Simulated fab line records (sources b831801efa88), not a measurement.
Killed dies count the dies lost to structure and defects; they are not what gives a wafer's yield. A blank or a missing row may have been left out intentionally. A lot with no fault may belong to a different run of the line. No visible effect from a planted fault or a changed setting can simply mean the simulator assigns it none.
A struck lot beside a sound one | flow sky130 | 43 out of 708 route steps
Sound: the wafers L684.2, L684.4, L684.5. Wafers L689.2, L689.3, L689.6 were the ones struck. The cause is given at the end.
Each step with rows lists, per side, the tool, then ch with its chambers, then its first start. Under that, the readings that differ: sound wafers | struck wafers | difference of the means | sigmas: that difference in standard deviations of wafers without a fault.
alike: words and numbers the same on both sides, and readings whose means are apart by under 2 such deviations; not compared: readings that were withheld, readings missing a value for some wafer, numbers with overlapping values and no deviation given by the record, and bounds like >300 which may hide the same value.
The two part at a step that has a row with sigmas, a row that says differs or no value, or rows on one side only. Non-overlapping numbers with no deviation appear without sigmas and do not part them. A reading missing from all wafers of one side parts the sides only when that side holds two or more wafers.

first, 3 steps without rows for these wafers: SKY_CONTACT_STRIP_20 (strips in post etch residue remover, time 1200 s); SKY_CONTACT_CLEAN_21 (cleans in IPA, time 180 s); SKY_CONTACT_CLEAN_22 (cleans in O3/DIW).
SKY_CONTACT_SPUTTER_23: material TiN, target thk 20 nm, time 80 s.
  struck on pvdSputter-01, day 34 00:47; sound on pvdSputter-03, day 32 20:44
  alike: chamberPressurePa, throttleValvePct
then, 1 step without rows for these wafers: SKY_CONTACT_CVD_24 (deposits W, target thk 340 nm, time 102.12 s).
SKY_CONTACT_RS_MEAS_25: measures by four-point-probe.
  struck on filmMetro-04, day 34 00:58; sound on filmMetro-03, day 32 20:55
  alike: CONTACT_W_RS
SKY_CONTACT_THK_MEAS_26: measures by xrf.
  struck on filmMetro-04, day 34 01:05; sound on filmMetro-03, day 32 21:02
  alike: CONTACT_W_THK
then, 3 steps without rows for these wafers: SKY_CONTACT_CMP_27 (polishes, stops on SiO2, t overpolish 15 s, target thk 0 nm); SKY_METAL1_SPUTTER_00 (material Ti, target thk 15 nm, time 10 s); SKY_METAL1_SPUTTER_01 (material TiN, target thk 20 nm, time 16.7 s).
SKY_METAL1_SPUTTER_02: material AlCu, target thk 250 nm, time 13.3 s.
  struck on pvdSputter-02, day 34 01:29; sound on pvdSputter-04, day 32 21:26
  alike: chamberPressurePa, throttleValvePct
then, 1 step without rows for these wafers: SKY_METAL1_SPUTTER_03 (material Ti, target thk 5 nm, time 3.3 s).
SKY_METAL1_SPUTTER_04: material TiN, target thk 70 nm, time 58.3 s.
  struck on pvdSputter-02, day 34 01:31; sound on pvdSputter-04, day 32 21:28
  alike: chamberPressurePa, throttleValvePct
SKY_METAL1_RS_MEAS_05: measures by four-point-probe.
  struck on filmMetro-04, day 34 01:35; sound on filmMetro-04, day 32 21:32
  alike: METAL1_ALCU_RS
SKY_METAL1_THK_MEAS_06: measures by xrf.
  struck on filmMetro-04, day 34 01:42; sound on filmMetro-04, day 32 21:39
  alike: METAL1_ALCU_THK
then, 8 steps without rows for these wafers: SKY_METAL1_DEHYDRATE_07 (time 60 s); SKY_METAL1_HMDS_08 (prime time 60 s); SKY_METAL1_COAT_09 (resist thk 60 nm); SKY_METAL1_COAT_10 (resist thk 450 nm); SKY_METAL1_SOFTBAKE_11 (time 90 s); SKY_METAL1_EXPOSE_12 (exposes mask MM1, target cd 140 nm); SKY_METAL1_PEB_13; SKY_METAL1_DEVELOP_14 (develop time 60 s).
SKY_METAL1_CD_MEAS_15: target cd 140 nm.
  struck on cdSem-01, day 35 05:19; sound on cdSem-01, day 33 23:07
  alike: cdNm
SKY_METAL1_OVL_MEAS_16:
  struck on overlay-01, day 35 05:25; sound on overlay-01, day 33 23:14
  alike: METAL1_OVL
SKY_METAL1_DESCUM_17: chemistry O2, time 8 s.
  sound on rieMetal-04 ch 0, day 33 23:16; struck on rieMetal-03 ch 0,1, day 35 05:27
reading                  | sound             | struck            | difference | sigmas
drypumpMotorCurrentA (A) | 5.75 5.75 5.75    | 6.37 5.86 6.41    | +0.46      | +2
oesProductAu (a.u.)      | 0.982 0.975 0.987 | 1.001 1.000 1.004 | +0.020     | +3
  not compared: rfHoursCounterH
SKY_METAL1_ETCH_18: etches BARC in N2/H2, stops on SiO2, time 45.9 s, target depth 60 nm.
  sound on rieMetal-04 ch 0, day 33 23:20; struck on rieMetal-03 ch 0,1, day 35 05:29
reading                  | sound          | struck         | difference | sigmas
drypumpMotorCurrentA (A) | 5.76 5.73 5.75 | 6.40 5.84 6.42 | +0.47      | +2
  alike: oesProductAu, throttleValvePct
  not compared: rfHoursCounterH
then, 6 steps without rows for these wafers: SKY_METAL1_METAL_ETCH_19 (etches the open film in Cl2/BCl3, stops on SiO2, target depth 360 nm, time 78 s); SKY_METAL1_STRIP_20 (strips in O2/N2); SKY_METAL1_STRIP_21 (strips in post etch residue remover, time 1200 s); SKY_METAL1_CLEAN_22 (cleans in IPA, time 180 s); SKY_METAL1_CLEAN_23 (cleans in O3/DIW); SKY_VIA1_HDPCVD_00 (deposits SiO2, target thk 1030 nm, time 171.7 s).
SKY_VIA1_THK_MEAS_01:
  struck on filmMetro-01, day 35 06:29; sound on filmMetro-02, day 34 00:26
  alike: VIA1_HDPCVD_THK
SKY_VIA1_CMP_02: polishes SiO2.
  sound on cmp-02 ch 1,2,3, day 34 00:29; struck on cmp-02 ch 0,1,2, day 35 06:38
  alike: motorCurrentA
SKY_VIA1_BOW_MEAS_03:
  struck on filmMetro-03, day 35 06:51; sound on filmMetro-01, day 34 00:48
  alike: VIA1_BOW
then, 6 steps without rows for these wafers: SKY_VIA1_DEHYDRATE_04 (time 60 s); SKY_VIA1_HMDS_05 (prime time 60 s); SKY_VIA1_COAT_06 (resist thk 60 nm); SKY_VIA1_COAT_07 (resist thk 450 nm); SKY_VIA1_SOFTBAKE_08 (time 90 s); SKY_VIA1_EXPOSE_09 (exposes mask VIM, target cd 150 nm).
-- the record jumps here: 12 days lie between the struck wafers' starts before and after (it left off in module VIA1 and takes up again in module PAD_OPEN, whose first step shown is number 708 of the route) --
SKY_PAD_OPEN_PROBE_99:
  struck on prober-01, day 47 14:25; sound on prober-01, day 46 17:55
reading                               | sound             | struck            | difference | sigmas
defectLimitedYield (%)                | 81.3 81.7 83.3    | 75.4 74.6 73.2    | -7.7       | -4
killed_at_M0_to_M3                    | 43 44 39          | 93 82 82          | +44        | +6
killedDies                            | 92 90 82          | 121 125 132       | +38        | +4
killedOnRim                           | 24 9 11           | 29 27 29          | +14        | +4
sort_bin_3_pad_short (%)              | 1.6 1.4 1.0       | 3.7 3.3 5.3       | +2.8       | +7
sort_bin_5_function (%)               | 11.0 10.4 11.2    | 14.6 15.2 14.8    | +4.0       | +3
sortNPass                             | 400 402 410       | 371 367 360       | -38        | -4
sortYieldPct (%)                      | 81.3 81.7 83.3    | 75.4 74.6 73.2    | -7.7       | -4
model.etest.tester.sortNPass          | 400 402 410       | 371 367 360       | -38        | 
model.etest.tester.sortYieldPct (%)   | 81.3 81.71 83.33  | 75.41 74.59 73.17 | -7.72      | 
model.etest.tester.sort_bin_5_pct (%) | 10.98 10.37 11.18 | 14.63 15.24 14.84 | +4.06      | 
model.etest.tester.sort_bin_3_pct (%) | 1.626 1.423 1.016 | 3.659 3.252 5.285 | +2.710     | 
  alike: killed_at_M4_up, killedAtContacts, killedAtFrontEnd, killedAtOther, killedOpen, killedShort, sort_bin_6_memory

## WHERE THEY PART
Last at SKY_PAD_OPEN_PROBE_99 as far as this record goes, first at SKY_METAL1_DESCUM_17.

WHY: whatever the simulator had introduced
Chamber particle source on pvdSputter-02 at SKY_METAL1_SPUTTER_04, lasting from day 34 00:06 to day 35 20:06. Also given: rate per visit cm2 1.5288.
